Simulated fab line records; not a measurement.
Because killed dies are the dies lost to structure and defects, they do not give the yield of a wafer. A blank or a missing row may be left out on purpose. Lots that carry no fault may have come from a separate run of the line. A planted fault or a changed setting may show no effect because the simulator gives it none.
2 desks, one fault + flow sky130 + numbers are kept per desk, each desk with only its own; the story behind them comes last

AT THE TOOL OWNER'S DESK: implanter-01
The tool's own readings at SKY_LDD_N_IMPLANT_08, given as means over the sampled wafers that have a number, one for each lot that went through this tool. Marked OUT: a lot whose mean sits more than 4 standard deviations from the usual mean, which makes it out of limits; the brackets give that distance.
Columns: A = beamOnS at SKY_LDD_N_IMPLANT_08, usual 10.00 s; B = endStationPressureTorr at SKY_LDD_N_IMPLANT_08, usual 5.36e-06 Torr; C = faradayCurrentUA at SKY_LDD_N_IMPLANT_08, usual 423
| lot  | first seen here | A               | B                          | C             |
|------|-----------------|-----------------|----------------------------|---------------|
| L625 | day 18 16:45    | 9.94            | 5.20e-06                   | 426           |
| L627 | day 18 19:56    | 9.89            | 5.31e-06                   | 427           |
| L638 | day 23 03:34    | 12.33 (+14) OUT | 1.11e-04 (+99 or more) OUT | 345 (-11) OUT |
| L640 | day 23 14:27    | 12.58 (+15) OUT | 1.10e-04 (+99 or more) OUT | 340 (-12) OUT |
This desk's verdict: out of limits on L638, L640, starting with L638 at day 23 03:34 (beamOnS at SKY_LDD_N_IMPLANT_08). L625, L627: within limits.

AT THE METROLOGY DESK
What the gauges read, lot by lot, whatever tool the lot ran on: means of the sampled wafers that have a number. Marked OUT: a lot whose mean sits more than 4 standard deviations from the usual mean, which makes it out of limits; the brackets give that distance.
Columns: A = POLY_GATE_OVL at SKY_POLY_GATE_OVL_MEAS_14, usual 0 nm; B = LDD_HVP_OVL at SKY_LDD_HVP_OVL_MEAS_07, usual -0.2 nm; C = cdNm at SKY_LI_CONTACT_CD_MEAS_12, usual 170.1 nm
| lot  | first seen here | A  | B    | C     |
|------|-----------------|----|------|-------|
| L625 | day 17 08:46    | -1 | 1.0  | 170.6 |
| L624 | day 17 11:40    | 0  | -0.2 | 170.6 |
| L627 | day 17 12:02    | 5  | -0.6 | 167.8 |
| L631 | day 19 01:39    | 2  | -0.0 | 171.3 |
| L633 | day 19 20:11    | 6  | -1.0 | 168.9 |
| L638 | day 21 18:36    | -4 | -1.9 | 170.4 |
| L640 | day 22 06:35    | 1  | -0.0 | 169.2 |
| L643 | day 24 07:31    | 0  | 1.9  | 168.7 |
| L644 | day 24 08:50    | -3 | -1.2 | 171.9 |
| L645 | day 24 09:48    | -4 | -1.7 | 171.6 |
| L646 | day 24 09:53    | 3  | 0.9  | 169.2 |
| L647 | day 24 21:37    | 4  | 0.3  | 169.8 |
This desk's finding: nothing out of limits on any of the 12 lots.

PUT TOGETHER
The tool owner's desk could have raised an alarm at day 23 03:34, on L638, L640.
At the metrology desk, nothing out of limits was observed.
The metrology desk has L638, L640 on record, within its limits.
All the named lots went through SKY_LDD_N_IMPLANT_08 on implanter-01.

WHAT THE SIMULATOR PUT IN
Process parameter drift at SKY_LDD_N_IMPLANT_08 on implanter-01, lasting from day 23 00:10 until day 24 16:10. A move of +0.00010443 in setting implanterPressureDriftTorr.
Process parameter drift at SKY_LDD_N_IMPLANT_08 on implanter-01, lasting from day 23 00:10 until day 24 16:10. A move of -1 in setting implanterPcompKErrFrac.
Lots struck among those shown: L638, L640.
Time in hours from fault onset to the first out-of-limits reading at each desk: the tool owner's desk, 3.
